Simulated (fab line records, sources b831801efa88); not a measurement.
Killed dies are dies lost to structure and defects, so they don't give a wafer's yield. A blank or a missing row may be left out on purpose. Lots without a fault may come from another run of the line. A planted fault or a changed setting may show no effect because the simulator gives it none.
fab line records | flow sfq_line
record lots=6 wafers=18 last_day=91
route steps=325 shown M1@62 I1@73
lots that met no fault: from a run of the same line without faults
start_h: hours from the record's first day to the start of the lot's first wafer shown | wait_h: hours since the lot's step before | " the same as in the row above | L1.1+2: a row that stands for several wafers | - no value, or no start given | * or withheld: withheld | < > ~ a bound
route shown NAME@n: a module of which the file shows steps, and the number in the route of the first | usual: mean/standard deviation of fault-free wafers | same: alike in all rows | chamber/n: place in a boat | sites: the reading at each site | _std_site: their standard deviation | _edge_site: outer sites' mean less inner sites' | radius_mm: how far each site lies from the wafer's centre | mask NAME#n: copy n | behind: the tool/chamber that last shaped the wafer | hold: why the lot was held/for how many hours/how that ended | device: the transistor (n, p or np) that didn't switch | end of line: the same wafers' tests at the end of the route | a step without rows: its recipe alone | killed: dies lost to structure and defects at the first sort, not the wafer's yield | map: a wafer's dies, x killed, . not, _ none there
set.NAME: the setting as run; set.NAME@STEP: as run at that earlier step | model.NAME: the simulator's own value behind a step, which no gauge read
lots at some steps of the route; a table a step, a row a wafer
services: from which hour (start_h, from the record's first day; less than 0 if before it) a tool's chamber was out of use, for how many hours, and why
## steps
# step SFQ_TRILAYER_M1_LITHO_COAT_044
# recipe resist=BARC spin_rpm=3000 resist_thk_nm=62
# step SFQ_TRILAYER_M1_LITHO_COAT_039
# recipe resist=KrF spin_rpm=3000 resist_thk_nm=600
# step SFQ_TRILAYER_M1_LITHO_SOFTBAKE_043
# recipe temp_c=withheld time_s=withheld resist=KrF
# step SFQ_TRILAYER_M1_LITHO_EXPOSE_040
# recipe mask_id=M1 na=0.6 source_shape=conventional sigma_outer=0.65 target_cd_nm=500 dose_mj=14.4
# step SFQ_TRILAYER_M1_LITHO_PEB_042
# recipe peb_temp_c=115 peb_time_s=60 resist=KrF
# step SFQ_TRILAYER_M1_LITHO_DEVELOP_041
# recipe time_s=60 resist=KrF
# step SFQ_M1_OVL_MEAS_911
# usual M1_OVL=-1/5
# columns lot.wafer tool chamber start_h wait_h M1_OVL[nm]
L128.2 overlay-01 - 275.90 0.1 7
L128.3 " - " " 0
L128.5 " - " " 6
L130.1 overlay-02 - 280.70 0.1 7
L130.4 " - " " 0
L130.6 " - " " 4
L131.1 overlay-02 - 290.30 0.1 1
L131.5 " - " " 4
L131.6 " - " " 5
L142.2 overlay-01 - 376.01 0.1 -6
L142.4 " - " " -7
L142.5 " - " " 2
L145.1 overlay-01 - 398.91 0.1 -8
L145.4 " - " " -13
L145.5 " - " " -6
L146.3 overlay-01 - 407.32 0.1 -4
L146.4 " - " " 0
L146.5 " - " " 1
# step SFQ_TRILAYER_M1_BARC_OPEN_METAL_ETCH_054
# recipe mask_material=PR chemistry=O2 target_depth_nm=125 target=BARC icp_w=600 bias_w=80 pressure_mtorr=10 time_s=41.7
# usual drypump_motor_current_A=5.5/0.54 oes_product_au=0.685/0.0051
# columns lot.wafer tool chamber start_h wait_h drypump_motor_current_A oes_product_au rf_hours_counter_h
L128.2 rie_metal-04 0 275.93 0.0 5.0 0.686 67
L128.3 " 1 " " 6.2 0.690 -
L128.5 " 1 " " 6.2 0.696 -
L130.1 rie_metal-04 0 280.73 0.0 5.0 0.697 68
L130.4 " 0 " " 5.0 0.683 -
L130.6 " 0 " " 5.0 0.689 -
L131.1 rie_metal-02 1 290.33 0.0 4.8 0.694 35
L131.5 " 0 " " 5.8 0.685 -
L131.6 " 1 " " 4.8 0.680 -
L142.2 rie_metal-01 0 376.04 0.0 5.8 0.692 71
L142.4 " 1 " " 5.0 0.687 -
L142.5 " 1 " " 5.0 0.686 -
L145.1 rie_metal-04 1 398.94 0.0 6.1 0.691 31
L145.4 " 0 " " 5.0 0.687 -
L145.5 " 1 " " 6.1 0.680 -
L146.3 rie_metal-04 1 407.36 0.0 6.2 0.692 -
L146.4 " 0 " " 5.0 0.683 -
L146.5 " 0 " " 5.0 0.677 -
# step SFQ_TRILAYER_M1_ETCH_METAL_ETCH_042
# recipe target=Nb stop_on=SiO2 mask_material=PR chemistry=Cl2/Ar target_depth_nm=240 icp_w=600 bias_w=80 pressure_mtorr=10 time_s=120
# usual drypump_motor_current_A=5.5/0.54 oes_product_au=0.892/0.0065
# columns lot.wafer tool chamber start_h wait_h drypump_motor_current_A oes_product_au rf_hours_counter_h
L128.2 rie_metal-04 0 275.99 0.0 5.0 0.900 67
L128.3 " 1 " " 6.2 0.900 -
L128.5 " 1 " " 6.2 0.910 -
L130.1 rie_metal-04 0 280.79 0.0 5.0 0.890 68
L130.4 " 0 " " 5.0 0.892 -
L130.6 " 0 " " 5.0 0.894 -
L131.1 rie_metal-02 1 290.39 0.0 4.8 0.882 35
L131.5 " 0 " " 5.8 0.893 -
L131.6 " 1 " " 4.8 0.886 -
L142.2 rie_metal-01 0 376.10 0.0 5.8 0.898 71
L142.4 " 1 " " 5.0 0.893 -
L142.5 " 1 " " 5.0 0.892 -
L145.1 rie_metal-04 1 399.00 0.0 6.2 0.889 32
L145.4 " 0 " " 5.0 0.881 -
L145.5 " 1 " " 6.2 0.890 -
L146.3 rie_metal-04 1 407.44 0.1 6.2 0.892 -
L146.4 " 0 " " 5.0 0.892 -
L146.5 " 0 " " 5.0 0.884 -
# step SFQ_TRILAYER_M1_STRIP_STRIP_043
# recipe gas=O2 power_w=200 platen_temp_c=40 overash_fraction=0.65 chemistry=O2 pressure_mtorr=50
# usual drypump_motor_current_A=5.5/0.54 oes_product_au=1.003/0.0079 platen_temp_c=40.01/0.12
# columns lot.wafer tool chamber start_h wait_h drypump_motor_current_A oes_product_au platen_temp_c rf_hours_counter_h
L128.2 rie_metal-04 0 276.12 0.1 5.0 0.995 40.07 67
L128.3 " 1 " " 6.2 1.004 39.96 -
L128.5 " 1 " " 6.2 1.011 39.79 -
L130.1 rie_metal-04 0 280.92 0.1 5.0 0.989 40.04 68
L130.4 " 0 " " 5.0 0.990 39.98 -
L130.6 " 0 " " 5.0 1.003 40.02 -
L131.1 rie_metal-02 1 290.52 0.1 4.8 1.002 39.84 35
L131.5 " 0 " " 5.8 0.998 39.84 -
L131.6 " 1 " " 4.8 0.996 39.88 -
L142.2 rie_metal-01 0 376.23 0.1 5.8 0.995 39.85 71
L142.4 " 1 " " 5.0 1.011 39.91 -
L142.5 " 1 " " 5.0 1.009 39.89 -
L145.1 rie_metal-04 1 399.13 0.1 6.2 1.001 40.06 32
L145.4 " 0 " " 5.0 0.989 39.85 -
L145.5 " 1 " " 6.2 1.002 39.98 -
L146.3 rie_metal-04 1 407.73 0.2 6.2 1.002 40.14 -
L146.4 " 0 " " 5.0 1.001 39.98 -
L146.5 " 0 " " 5.0 0.999 40.05 -
# step SFQ_TRILAYER_M1_STRIP_SOLV_CLEAN_044
# recipe chemistry=NMP temp_c=70 time_s=600
# step SFQ_TRILAYER_I1_DEP_PECVD_045
# recipe material=SiO2 temp_c=150 time_s=111.11 pressure_torr=2.4 rf_w=183.3 precursor=SiH4/N2O target_thk_nm=500
# usual heater_power_w=86/9.1 susceptor_temp_C=150.01/0.14 throttle_valve_pct=24.1/1.3
# columns lot.wafer tool chamber start_h wait_h heater_power_w susceptor_temp_C throttle_valve_pct
L128.2 pecvd-04 0 276.89 0.0 88 150.05 23.5
L128.3 " 1 " " 74 150.27 22.0
L128.5 " 0 " " 88 150.20 23.9
L130.1 pecvd-02 1 281.87 0.0 90 149.97 24.0
L130.4 " 0 " " 81 149.80 25.0
L130.6 " 2 " " 93 150.10 24.2
L131.1 pecvd-02 2 291.29 0.0 86 149.89 24.4
L131.5 " 1 " " 81 150.05 24.0
L131.6 " 2 " " 89 150.02 24.2
L142.2 pecvd-02 2 377.02 0.0 89 150.35 24.5
L142.4 " 1 " " 92 150.06 24.5
L142.5 " 2 " " 93 150.18 24.4
L145.1 pecvd-04 1 399.90 0.0 75 150.01 22.4
L145.4 " 1 " " 79 150.00 22.8
L145.5 " 0 " " 85 150.30 24.4
L146.3 pecvd-02 2 408.30 0.0 89 149.85 24.4
L146.4 " 0 " " 78 149.74 25.7
L146.5 " 2 " " 93 149.88 24.4
# step SFQ_TRILAYER_I1_CMP_CMP_046
# recipe material=SiO2 down_force_psi=3 platen_rpm=60 pad_velocity_m_s=0.94248
# usual motor_current_A=10.2/1.4 retaining_ring_pressure_frac=1.000/0.0048 time_to_endpoint_s=217/7.4
# columns lot.wafer tool chamber start_h wait_h motor_current_A retaining_ring_pressure_frac time_to_endpoint_s
L128.3 cmp-02 1 288.09 11.2 10.3 0.997 200
L128.2 " 2 " " 11.2 0.999 226
L128.5 " 3 " " 8.4 0.998 217
L130.4 cmp-02 2 296.09 14.1 11.4 1.005 128
L130.1 " 3 " " 8.7 0.998 119
L130.6 " 3 298.59 16.6 8.9 0.992 216
L131.1 cmp-02 3 302.59 11.3 7.8 0.998 121
L131.5 " 2 304.09 12.7 11.3 1.003 229
L131.6 " 3 " " 8.3 0.999 223
L142.4 cmp-01 1 377.48 0.4 7.6 1.003 235
L142.2 " 0 378.98 1.9 12.5 0.998 204
L142.5 " 2 379.98 2.9 10.0 1.000 221
L145.4 cmp-02 1 402.87 2.9 10.3 0.983 217
L145.1 " 2 " " 11.5 1.001 231
L145.5 " 1 404.87 4.9 9.8 0.991 223
L146.3 cmp-02 0 411.87 3.5 10.8 0.998 216
L146.4 " 1 " " 10.0 1.004 212
L146.5 " 1 414.37 6.0 10.1 0.993 219
# step SFQ_I1_BOW_MEAS_912
# recipe mode=bow
# usual I1_BOW=2/7.2
# columns lot.wafer tool chamber start_h wait_h I1_BOW[um]
L128.2 film_metro-02 - 290.11 1.0 -7
L128.3 " - " " -4
L128.5 " - " " 5
L130.1 film_metro-02 - 299.09 2.0 10
L130.4 " - " " -5
L130.6 " - " " -1
L131.1 film_metro-03 - 305.09 2.0 -1
L131.5 " - " " 8
L131.6 " - " " 4
L142.2 film_metro-03 - 380.50 1.0 3
L142.4 " - " " 10
L142.5 " - " " 11
L145.1 film_metro-03 - 405.87 2.0 2
L145.4 " - " " 2
L145.5 " - " " 6
L146.3 film_metro-03 - 414.91 2.5 16
L146.4 " - " " 16
L146.5 " - " " 7
## services
# columns tool chamber start_h hours kind
cmp-02 - 258.79 6.4 pm
cmp-01 - 267.60 7.6 pm
cmp-02 - 274.08 1.0 repair
cmp-02 - 274.16 0.5 repair
cmp-01 - 278.40 0.3 repair
rie_metal-02 - 284.22 1.9 repair
rie_metal-01 1 289.50 2.4 repair
pecvd-04 0 314.27 8.1 repair
cmp-01 - 323.24 0.9 repair
cmp-01 - 328.69 2.9 repair
rie_metal-02 - 332.29 15.6 pm
pecvd-04 - 344.88 2.8 pm
cmp-02 - 367.25 0.7 repair
cmp-02 - 371.11 0.8 repair
rie_metal-02 - 380.20 2.8 pm
rie_metal-04 - 381.73 10.0 pm
cmp-02 - 394.77 1.0 repair
rie_metal-01 - 402.51 0.5 repair
pecvd-04 - 406.33 4.8 repair
cmp-01 - 410.80 4.0 pm
## key
first_sign step=SFQ_TRILAYER_I1_CMP_CMP_046 reading=time_to_endpoint_s direction=down sigmas=13 usual=* struck=*
effect none on later readings
met_at SFQ_TRILAYER_I1_CMP_CMP_046
struck_wafers L130.1,L130.4,L131.1
fault kind=process_parameter_drift tool=cmp-02 chamber=- onset_h=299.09 steps=SFQ_TRILAYER_I1_CMP_CMP_046 channel=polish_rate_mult offset=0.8 shape=step end_h=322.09 scope=struck_wafers_only
